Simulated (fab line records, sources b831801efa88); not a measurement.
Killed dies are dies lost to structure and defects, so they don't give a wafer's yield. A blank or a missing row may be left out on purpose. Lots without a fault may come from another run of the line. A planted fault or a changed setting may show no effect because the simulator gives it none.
fab line records | flow gf180mcu
record lots=13 wafers=39 last_day=34
route steps=602 shown MVPSD@82 M2@376 M3@410 V3@452
lots that met no fault: from a run of the same line without faults
start_h: hours from the record's first day to the start of the lot's first wafer shown | wait_h: hours since the lot's step before | " the same as in the row above | L1.1+2: a row that stands for several wafers | - no value, or no start given | * or withheld: withheld | < > ~ a bound
route shown NAME@n: a module of which the file shows steps, and the number in the route of the first | usual: mean/standard deviation of fault-free wafers | same: alike in all rows | chamber/n: place in a boat | sites: the reading at each site | _std_site: their standard deviation | _edge_site: outer sites' mean less inner sites' | radius_mm: how far each site lies from the wafer's centre | mask NAME#n: copy n | behind: the tool/chamber that last shaped the wafer | hold: why the lot was held/for how many hours/how that ended | device: the transistor (n, p or np) that didn't switch | end of line: the same wafers' tests at the end of the route | a step without rows: its recipe alone | killed: dies lost to structure and defects at the first sort, not the wafer's yield | map: a wafer's dies, x killed, . not, _ none there
set.NAME: the setting as run; set.NAME@STEP: as run at that earlier step | model.NAME: the simulator's own value behind a step, which no gauge read
steps of the route over a sample of lots; a table a step, a row a wafer
services: from which hour (start_h, from the record's first day; less than 0 if before it) a tool's chamber was out of use, for how many hours, and why
## steps
# step GF_MVPSD_EXPOSE_04
# recipe mask_id=MVPSD target_cd_nm=1000 na=0.6 source_shape=conventional sigma_outer=0.6 dose_mj=260
# same na=0.6
# columns lot.wafer tool chamber start_h wait_h mask
L560.1+3+4 iline_stepper-01 0 91.45 - MVPSD#0
L561.2+3+4 iline_stepper-01 0 97.24 - MVPSD#0
L562.4+5+6 iline_stepper-01 0 101.28 - MVPSD#0
L563.2+3+5 iline_stepper-02 0 107.88 - MVPSD#0
L565.2+4+5 iline_stepper-02 0 127.03 - MVPSD#0
L567.1+2+3 iline_stepper-02 0 136.64 - MVPSD#0
L569.2+4+5 iline_stepper-02 0 151.03 - MVPSD#0
L570.4+5+6 iline_stepper-02 0 152.87 - MVPSD#0
L572.2+3+6 iline_stepper-01 0 162.06 - MVPSD#0
L574.4+5+6 iline_stepper-01 0 175.22 - MVPSD#0
L578.1+4+5 iline_stepper-02 0 197.25 - MVPSD#0
L580.1+4+6 iline_stepper-01 0 208.31 - MVPSD#0
L581.4+5+6 iline_stepper-01 0 212.79 - MVPSD#0
# step GF_MVPSD_OVL_MEAS_07
# usual MVPSD_OVL=-1.4/1.3
# columns lot.wafer tool chamber start_h wait_h MVPSD_OVL[nm]
L560.1 overlay-02 - 98.78 - -1.6
L560.3 " - " " -0.8
L560.4 " - " " -0.2
L561.2 overlay-02 - 104.12 - -2.3
L561.3 " - " " -1.5
L561.4 " - " " -0.5
L562.4 overlay-02 - 108.59 - -4.4
L562.5 " - " " -2.6
L562.6 " - " " -4.5
L563.2 overlay-01 - 115.19 - 0.7
L563.3 " - " " 1.4
L563.5 " - " " -0.9
L565.2 overlay-01 - 134.83 - -1.5
L565.4 " - " " -0.8
L565.5 " - " " -1.5
L567.1 overlay-01 - 143.87 - 0.0
L567.2 " - " " -1.6
L567.3 " - " " -1.0
L569.2 overlay-02 - 158.93 - -0.2
L569.4 " - " " -0.5
L569.5 " - " " -0.2
L570.4 overlay-01 - 160.50 - -1.2
L570.5 " - " " -1.1
L570.6 " - " " 0.2
L572.2 overlay-01 - 170.12 - 0.4
L572.3 " - " " -2.3
L572.6 " - " " -1.4
L574.4 overlay-01 - 182.79 - -0.8
L574.5 " - " " -2.6
L574.6 " - " " -3.4
L578.1 overlay-01 - 205.77 - 5.1
L578.4 " - " " 4.5
L578.5 " - " " 3.1
L580.1 overlay-01 - 216.52 - -2.9
L580.4 " - " " -2.0
L580.6 " - " " -1.8
L581.4 overlay-01 - 221.13 - -1.4
L581.5 " - " " -0.7
L581.6 " - " " -1.8
# step GF_M2_CD_MEAS_14
# recipe target_cd_nm=280
# usual cd_nm=279.9/1
# columns lot.wafer tool chamber start_h wait_h cd_nm
L560.1 cd_sem-01 - 446.47 0.1 280.1
L560.3 " - " " 281.5
L560.4 " - " " 280.6
L561.2 cd_sem-01 - 452.48 0.1 279.1
L561.3 " - " " 281.1
L561.4 " - " " 279.5
L562.4 cd_sem-02 - 457.77 0.1 280.9
L562.5 " - " " 279.8
L562.6 " - " " 279.9
L563.2 cd_sem-02 - 476.68 0.1 280.8
L563.3 " - " " 281.5
L563.5 " - " " 281.4
L565.2 cd_sem-02 - 504.83 0.1 280.1
L565.4 " - " " 280.1
L565.5 " - " " 280.9
L567.1 cd_sem-01 - 514.92 0.1 278.6
L567.2 " - " " 280.1
L567.3 " - " " 278.4
L569.2 cd_sem-01 - 535.13 0.1 281.9
L569.4 " - " " 281.3
L569.5 " - " " 280.4
L570.4 cd_sem-01 - 538.88 0.1 280.5
L570.5 " - " " 279.8
L570.6 " - " " 280.3
L572.2 cd_sem-01 - 549.24 0.1 280.7
L572.3 " - " " 281.0
L572.6 " - " " 280.6
L574.4 cd_sem-02 - 567.17 0.1 279.4
L574.5 " - " " 279.3
L574.6 " - " " 279.6
L578.1 cd_sem-01 - 595.92 0.1 278.7
L578.4 " - " " 279.9
L578.5 " - " " 278.9
L580.1 cd_sem-02 - 609.01 0.1 279.3
L580.4 " - " " 278.3
L580.6 " - " " 278.3
L581.4 cd_sem-02 - 614.18 0.1 279.0
L581.5 " - " " 278.5
L581.6 " - " " 278.4
# step GF_M3_SPUTTER_01
# recipe material=TiN target_thk_nm=30 power_w=6500 time_s=25 chamber_pressure_pa=0.4
# usual throttle_valve_pct=30.2/1.1
# columns lot.wafer tool chamber start_h wait_h throttle_valve_pct
L560.1 pvd_sputter-03 - 474.03 0.1 30.3
L560.3 " - " " 31.4
L560.4 " - " " 30.2
L561.2 pvd_sputter-04 - 480.13 0.1 29.6
L561.3 " - " " 31.3
L561.4 " - " " 29.2
L562.4 pvd_sputter-03 - 485.19 0.1 32.4
L562.5 " - " " 30.5
L562.6 " - " " 32.4
L563.2 pvd_sputter-04 - 503.68 0.1 29.5
L563.3 " - " " 28.9
L563.5 " - " " 29.7
L565.2 pvd_sputter-04 - 531.39 0.1 28.9
L565.4 " - " " 31.3
L565.5 " - " " 28.9
L567.1 pvd_sputter-03 - 541.43 0.1 30.0
L567.2 " - " " 31.3
L567.3 " - " " 32.5
L569.2 pvd_sputter-04 - 560.73 0.1 30.3
L569.4 " - " " 30.0
L569.5 " - " " 29.2
L570.4 pvd_sputter-04 - 564.48 0.0 30.3
L570.5 " - " " 29.6
L570.6 " - " " 29.3
L572.2 pvd_sputter-01 - 574.87 0.1 29.0
L572.3 " - " " 28.6
L572.6 " - " " 31.9
L574.4 pvd_sputter-04 - 592.21 0.1 29.6
L574.5 " - " " 29.4
L574.6 " - " " 29.7
L578.1 pvd_sputter-04 - 630.17 0.1 31.2
L578.4 " - " " 29.6
L578.5 " - " " 30.1
L580.1 pvd_sputter-01 - 632.72 0.1 29.7
L580.4 " - " " 29.0
L580.6 " - " " 28.9
L581.4 pvd_sputter-01 - 637.93 0.1 29.7
L581.5 " - " " 29.0
L581.6 " - " " 32.0
# step GF_V3_CVD_23
# recipe material=W target_thk_nm=350 time_s=104.9 temp_c=400 pressure_torr=40
# usual heater_power_w=839/76
# columns lot.wafer tool chamber start_h wait_h heater_power_w
L560.1 cvd_w-01 0 524.14 0.0 892
L560.3 " 1 " " 870
L560.4 " 0 " " 885
L561.2 cvd_w-02 0 529.58 0.0 710
L561.3 " 1 " " 755
L561.4 " 0 " " 714
L562.4 cvd_w-01 1 534.76 0.1 891
L562.5 " 0 " " 899
L562.6 " 1 " " 870
L563.2 cvd_w-02 1 551.77 0.0 768
L563.3 " 1 " " 755
L563.5 " 0 " " 725
L565.2 cvd_w-02 0 578.31 0.0 690
L565.4 " 0 " " 701
L565.5 " 1 " " 796
L567.1 cvd_w-01 0 588.69 0.0 889
L567.2 " 1 " " 887
L567.3 " 1 " " 881
L569.2 cvd_w-01 0 606.73 0.0 871
L569.4 " 0 " " 898
L569.5 " 0 " " 908
L570.4 cvd_w-01 0 609.34 0.1 894
L570.5 " 0 " " 887
L570.6 " 1 " " 876
L572.2 cvd_w-01 1 619.17 0.0 865
L572.3 " 0 " " 907
L572.6 " 1 " " 879
L574.4 cvd_w-01 0 635.61 0.1 889
L574.5 " 0 " " 916
L574.6 " 1 " " 880
L578.1 cvd_w-01 0 672.34 0.0 935
L578.4 " 1 " " 865
L578.5 " 0 " " 885
L580.1 cvd_w-01 0 674.12 0.0 897
L580.4 " 1 " " 880
L580.6 " 0 " " 930
L581.4 cvd_w-02 0 679.14 0.1 704
L581.5 " 0 " " 724
L581.6 " 1 " " 770
## services
# columns tool chamber start_h hours kind
cvd_w-02 0 81.89 13.5 repair
pvd_sputter-04 - 94.35 3.1 repair
cvd_w-01 - 95.74 0.7 repair
cvd_w-01 - 103.71 1.5 repair
iline_stepper-01 - 115.88 1.7 pm
iline_stepper-02 - 122.25 2.1 pm
pvd_sputter-04 - 204.49 2.8 repair
pvd_sputter-04 - 213.68 1.2 repair
cvd_w-01 0 279.55 1.8 repair
iline_stepper-02 - 281.15 1.7 pm
iline_stepper-02 - 308.07 8.2 repair
iline_stepper-01 - 334.06 1.7 pm
cvd_w-01 - 354.44 2.8 pm
pvd_sputter-04 - 364.91 3.5 repair
cvd_w-01 - 495.46 6.9 pm
iline_stepper-02 - 499.33 1.7 pm
cvd_w-01 - 506.29 6.0 pm
cvd_w-01 - 514.45 1.0 repair
cvd_w-01 - 539.32 0.8 repair
cvd_w-01 - 544.84 2.8 repair
iline_stepper-02 - 550.45 8.5 repair
iline_stepper-01 - 558.97 1.7 pm
iline_stepper-01 - 561.86 0.6 repair
iline_stepper-02 - 653.41 0.6 repair
## key
first_sign step=GF_MVPSD_OVL_MEAS_07 reading=MVPSD_OVL direction=up sigmas=4.2 usual=-1.4 struck=4.2
effect none on later readings
met_at GF_MVPSD_EXPOSE_04
struck_lots L578
tester_left_out L578
not_acting_at GF_M2_CD_MEAS_14,GF_M3_SPUTTER_01,GF_V3_CVD_23
onset_between 152.87 197.25
fault kind=scanner_matching_overlay tool=iline_stepper-02 chamber=- onset_h=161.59 steps=GF_MVPSD_EXPOSE_04 offset=2.9219
# tester_left_out: of these lots the tester's yield and bins aren't shown, on N5 and GAA mostly nor the transistor test; their killed dies are dies lost to structure and defects alone, not to doping, threshold or leakage, so they don't give the yield
